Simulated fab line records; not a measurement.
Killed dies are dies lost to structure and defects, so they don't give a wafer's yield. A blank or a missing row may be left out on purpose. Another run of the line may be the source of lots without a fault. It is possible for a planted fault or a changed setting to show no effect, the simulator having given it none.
A lot that was struck, set against a sound lot | flow gf180mcu | 19 steps out of a route of 602
Sound: these wafers, L607.1, L607.3, L607.5. Wafers L604.2, L604.4, L604.6 were the ones struck. The cause is named last.
Each step with rows lists, per side, the tool, then ch with its chambers, then its first start. Under that, the readings that differ: sound wafers | struck wafers | difference of the means | sigmas: that difference in standard deviations of wafers without a fault.
alike: words and numbers the same on both sides, and readings whose means are apart by under 2 such deviations; not compared: readings that were withheld, readings missing a value for some wafer, numbers with overlapping values and no deviation given by the record, and bounds like >300 which may hide the same value.
A row with sigmas, a row that says differs or no value, or rows on one side alone: a step with any of these is where the two part. Non-overlapping numbers with no deviation appear without sigmas and do not part them. A reading that every wafer of one side lacks parts them only if that side has two wafers or more.

first, 1 step without rows for these wafers: GF_NSD_IMPLANT_10.
GF_NSD_STRIP_11: strips in O2/N2.
  sound on plasmaAsher-04 ch 0,1, day 17 03:21; struck on plasmaAsher-01 ch 0,1, day 16 04:34
reading          | sound       | struck      | difference | sigmas
heaterPowerW (W) | 294 311 301 | 348 341 353 | +45        | +2
  alike: drypumpMotorCurrentA, oesProductAu, stripTimeToEndpointS
  not compared: rfHoursCounterH
GF_NSD_TW_MEAS_12:
  struck on filmMetro-01, day 16 04:41; sound on filmMetro-04, day 17 03:27
  alike: NSD_TW
then, 7 steps without rows for these wafers: GF_PSD_DEHYDRATE_00 (time 60 s); GF_PSD_HMDS_01 (prime time 60 s); GF_PSD_COAT_02 (resist thk 1000 nm); GF_PSD_SOFTBAKE_03 (time 60 s); GF_PSD_EXPOSE_04 (exposes mask Pplus, target cd 400 nm); GF_PSD_PEB_05; GF_PSD_DEVELOP_06 (develop time 60 s).
GF_PSD_CD_MEAS_07: the cd target is 400 nm.
  struck on cdSem-02, day 17 02:10; sound on cdSem-02, day 18 02:18
  alike: cdNm
GF_PSD_OVL_MEAS_08:
  struck on overlay-01, day 17 02:17; sound on overlay-02, day 18 02:25
  alike: PSD_OVL
GF_PSD_IMPLANT_09:
  sound on implanter-01 ch 0, day 18 02:27; struck on implanter-04 ch 0, day 17 02:20
reading                  | sound                | struck               | difference | sigmas
beamEnergyKeV            | 40.000 39.992 39.996 | 31.492 31.490 31.488 | -8.506     | -99 or more
model.implant.rpNm (nm)  | 29.59 29.59 29.59    | 25.82 25.82 25.82    | -3.77      | 
model.implant.drpNm (nm) | 15.87 15.87 15.87    | 13.42 13.42 13.42    | -2.45      | 
GF_PSD_STRIP_10: strips in O2/N2.
  sound on plasmaAsher-04 ch 0,1, day 18 02:36; struck on plasmaAsher-01 ch 0,1, day 17 02:28
reading                  | sound             | struck            | difference | sigmas
oesProductAu (a.u.)      | 0.592 0.591 0.588 | 0.614 0.611 0.608 | +0.021     | +5
stripTimeToEndpointS (s) | 16.56 16.58 16.56 | 15.70 15.73 15.72 | -0.85      | -21
  alike: drypumpMotorCurrentA, heaterPowerW
  not compared: rfHoursCounterH
GF_PSD_TW_MEAS_11:
  struck on filmMetro-01, day 17 02:53; sound on filmMetro-01, day 18 02:42
reading | sound          | struck         | difference | sigmas
PSD_TW  | 3134 3116 3130 | 2929 2944 2943 | -188       | -5
  not compared: hold
GF_PSD_RTA_13: time 20 s.
  sound on rtpAnneal-01 ch 0, day 18 02:49; struck on rtpAnneal-02 ch 0, day 17 08:44
reading          | sound          | struck         | difference | sigmas
lampPowerPct (%) | 31.6 31.6 31.5 | 36.9 37.0 37.0 | +5.4       | +2
  alike: wafer_temp_C_max
GF_PSD_RS_MEAS_14: uses a four-point probe to measure.
  struck on filmMetro-01, day 17 08:50; sound on filmMetro-04, day 18 02:54
  alike: NSD_RS
GF_PSD_RS_MEAS_15: uses a four-point probe to measure.
  struck on filmMetro-01, day 17 09:20; sound on filmMetro-04, day 18 03:01
reading         | sound                | struck               | difference | sigmas
PSD_RS (ohm/sq) | 108.57 108.89 108.32 | 121.87 122.08 121.64 | +13.27     | +46
  not compared: hold
GF_SAB_CVD_00: deposits SiO2 from TEOS, target thk 50 nm, time 4.9302 s.
  the record has rows for the sound wafers here (pecvd-01 ch 0,1, day 18 03:08) and none for the struck ones

WHERE THEY PART
Last at GF_SAB_CVD_00 as far as this record goes, first at GF_NSD_STRIP_11.

WHY: what the simulator had put in
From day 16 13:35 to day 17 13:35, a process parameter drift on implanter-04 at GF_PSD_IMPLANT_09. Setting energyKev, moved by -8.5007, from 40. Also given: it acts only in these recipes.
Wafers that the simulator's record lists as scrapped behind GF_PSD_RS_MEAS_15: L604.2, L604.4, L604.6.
